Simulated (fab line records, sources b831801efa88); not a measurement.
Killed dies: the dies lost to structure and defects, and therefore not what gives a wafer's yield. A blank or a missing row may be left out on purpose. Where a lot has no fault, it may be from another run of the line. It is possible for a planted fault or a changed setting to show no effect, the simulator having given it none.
Split-lot experiment | flow sfqLine | 23 wafers read from 5 lots, route of 325 steps

THE SPLIT ITSELF
At SFQ_TRILAYER_I6_VIA_LITHO_PEB_172 (peb time 60 s), the setting pebTempC was moved away from the recipe's 115 C on 4 of the 23 wafers read, by -1.2% to +3.2%. For the rest of the wafers, this setting stayed at what the recipe calls for.

BETWEEN THE SPLIT AND THE READING: the file shows 1 step in between
- SFQ_TRILAYER_I6_VIA_LITHO_DEVELOP_171: time 60 s

THE READING
I6.cdNm (the simulator's own value, which no gauge read), in nm, at SFQ_TRILAYER_I6_VIA_BARC_OPEN_VIA_ETCH_235 (etches BARC in O2, target depth 125 nm, time 41.7 s). There is no usual value for it anywhere in the file. The 19 wafers here that ran the recipe average 700.9 nm, standard deviation 1.7 nm.

wafer  | tool, chamber at the split | pebTempC as run, C | against the recipe | I6.cdNm, nm | against lot-mates on the recipe
L074.2 | lithoTrack-01, 0           | 118.7              | +3.2%              | 761.8       | +59.1
L074.3 | lithoTrack-01, 0           | 118.7              | +3.2%              | 761.6       | +58.9
L074.4 | lithoTrack-01, 0           | 115                | recipe             | 704.1       | -
L074.5 | lithoTrack-01, 0           | 115                | recipe             | 702         | -
L074.6 | lithoTrack-01, 0           | 115                | recipe             | 701.9       | -
L076.1 | lithoTrack-01, 0           | 115                | recipe             | 698.1       | -
L076.2 | lithoTrack-01, 0           | 115                | recipe             | 700.4       | -
L076.3 | lithoTrack-01, 0           | 115                | recipe             | 698.2       | -
L076.5 | lithoTrack-01, 0           | 115                | recipe             | 699.1       | -
L076.6 | lithoTrack-01, 0           | 115                | recipe             | 697.5       | -
L077.4 | lithoTrack-02, 0           | 115                | recipe             | 701.2       | -
L077.5 | lithoTrack-02, 0           | 115                | recipe             | 702.4       | -
L077.6 | lithoTrack-02, 0           | 115                | recipe             | 702.2       | -
L078.1 | lithoTrack-02, 0           | 113.6              | -1.2%              | 675.8       | -26.1
L078.2 | lithoTrack-02, 0           | 113.6              | -1.2%              | 673.4       | -28.5
L078.3 | lithoTrack-02, 0           | 115                | recipe             | 702.5       | -
L078.5 | lithoTrack-02, 0           | 115                | recipe             | 701.4       | -
L078.6 | lithoTrack-02, 0           | 115                | recipe             | 701.7       | -
L079.1 | lithoTrack-02, 0           | 115                | recipe             | 701.3       | -
L079.3 | lithoTrack-02, 0           | 115                | recipe             | 701.3       | -
L079.2 | lithoTrack-02, 0           | 115                | recipe             | 700.8       | -
L079.4 | lithoTrack-02, 0           | 115                | recipe             | 699.7       | -
L079.5 | lithoTrack-02, 0           | 115                | recipe             | 701.7       | -

THE FIT
A straight line over all 23 wafers: I6.cdNm changes by +19.3 nm for each +1% of pebTempC; r = +1.00; the points scatter about the line by 1.8 nm.
The same after taking each lot's own level away (the mean of its wafers on the recipe; 23 wafers): +18.9 nm for each +1%; r = +1.00; scatter 1.6 nm.
The reading moves by 61 nm for the largest change in pebTempC, on that fit.
The span of the lots' own levels, 698.66 to 702.67 nm, comes to 2.4 times the standard deviation stated above.
Consequently the slope shifts little with the lot-to-lot level, the two slopes agreeing.
Check: with one of the wafers moved furthest among these (+3.2%) left out of the fit, the line predicts +61.5 nm for it against its lot-mates. It came out at +59.1 nm against them.

OTHER SPLITS ON THESE WAFERS
These wafers also went through other splits before the reading. Each is held against what the fit with the lots' levels taken away leaves over:
other split on the same wafers                 | wafers away from the commonest value | r with I6.cdNm (lot level and that fit taken away)
SFQ_TRILAYER_M6_BARC_OPEN_METAL_ETCH_206 timeS | 6                                    | -0.30
SFQ_TRILAYER_I6_VIA_LITHO_COAT_174 spinRpm     | 8                                    | -0.20

THE FILE'S OWN FIT
I6.cdNm changes by +18.9 nm for each +1% of pebTempC, r = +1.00.
